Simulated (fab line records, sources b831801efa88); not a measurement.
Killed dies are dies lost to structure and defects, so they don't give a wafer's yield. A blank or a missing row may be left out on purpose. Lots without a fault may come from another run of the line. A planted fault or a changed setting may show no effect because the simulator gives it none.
One fault seen from 2 desks | flow gf180mcu | each desk has only its own numbers; what lay behind them comes last

THE TOOL OWNER'S DESK: furnace-02
The tool's own readings at GF_STI_OXIDATION_29 (stabilise 600 s, purge 300 s, target thk 10 nm): means of the sampled wafers that have a number, for each lot that ran on this tool. A lot is out of limits, marked OUT, if its mean lies more than 4 standard deviations from the usual mean; the brackets give that distance.
Columns: A = zone_power_upper_pct at GF_STI_OXIDATION_29, usual 18.51 %
lot  | first seen here | A
L497 | day 3 00:02     | 18.24
L498 | day 3 00:02     | 18.32
L499 | day 3 04:13     | 18.54
L500 | day 3 09:41     | 18.32
L514 | day 6 11:08     | 18.44
L518 | day 7 01:57     | 18.36
This desk's finding: nothing out of limits on any of the 6 lots.

THE METROLOGY DESK
What the gauges read, lot by lot, whatever tool the lot ran on: means of the sampled wafers that have a number. A lot is out of limits, marked OUT, if its mean lies more than 4 standard deviations from the usual mean; the brackets give that distance.
Columns: A = cd_nm at GF_STI_CD_MEAS_12, usual 220.0 nm; B = STI_OXIDATION_02_THK at GF_STI_THK_MEAS_30, usual 9.92 nm; C = HV_LDD_OVL at GF_HV_LDD_OVL_MEAS_08, usual 0.4 nm; D = cd_nm at GF_NSD_CD_MEAS_07, usual 399.9 nm
lot  | first seen here | A     | B               | C    | D
L497 | day 2 11:14     | 219.2 | 10.19           | 2.0  | 400.1
L498 | day 2 16:02     | 218.5 | 9.70            | 0.1  | 401.2
L499 | day 2 21:41     | 220.1 | 15.68 (+30) OUT | -0.8 | 396.3
L500 | day 3 06:34     | 219.1 | 15.60 (+30) OUT | 1.9  | 400.5
L501 | day 3 11:45     | 218.4 | 9.98            | -0.1 | 402.2
L507 | day 4 17:09     | 221.9 | 9.68            | 0.3  | 399.1
L511 | day 5 10:40     | 221.7 | 9.98            | 0.9  | 400.4
L512 | day 5 21:04     | 221.3 | 9.63            | 0.4  | 401.4
L513 | day 6 04:29     | 217.7 | 9.60            | 1.5  | 402.1
L514 | day 6 06:49     | 220.8 | 10.17           | 1.2  | 401.2
L515 | day 6 12:01     | 219.1 | 9.70            | -0.1 | 400.1
L516 | day 6 13:46     | 219.7 | 9.89            | 2.2  | 402.0
L517 | day 6 18:37     | 221.3 | 10.10           | -0.8 | 399.0
L518 | day 6 23:00     | 219.9 | 9.96            | 1.0  | 397.3
This desk's finding: out of limits on L499, L500; first on L499, day 3 05:37 (STI_OXIDATION_02_THK at GF_STI_THK_MEAS_30). In limits: L497, L498, L501, L507, L511, L512, L513, L514, L515, L516, L517, L518.

PUT TOGETHER
The metrology desk could have raised an alarm at day 3 05:37, on L499, L500.
The tool owner's desk saw nothing out of limits.
The tool owner's desk has L499, L500 on record, within its limits.
Of the lots named, all ran GF_STI_OXIDATION_29 on furnace-02.

WHAT THE SIMULATOR HAD PUT IN
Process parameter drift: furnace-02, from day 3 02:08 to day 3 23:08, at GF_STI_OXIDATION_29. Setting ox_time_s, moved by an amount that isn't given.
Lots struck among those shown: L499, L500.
Hours from the fault's start to each desk's first reading out of limits: the metrology desk, 3.
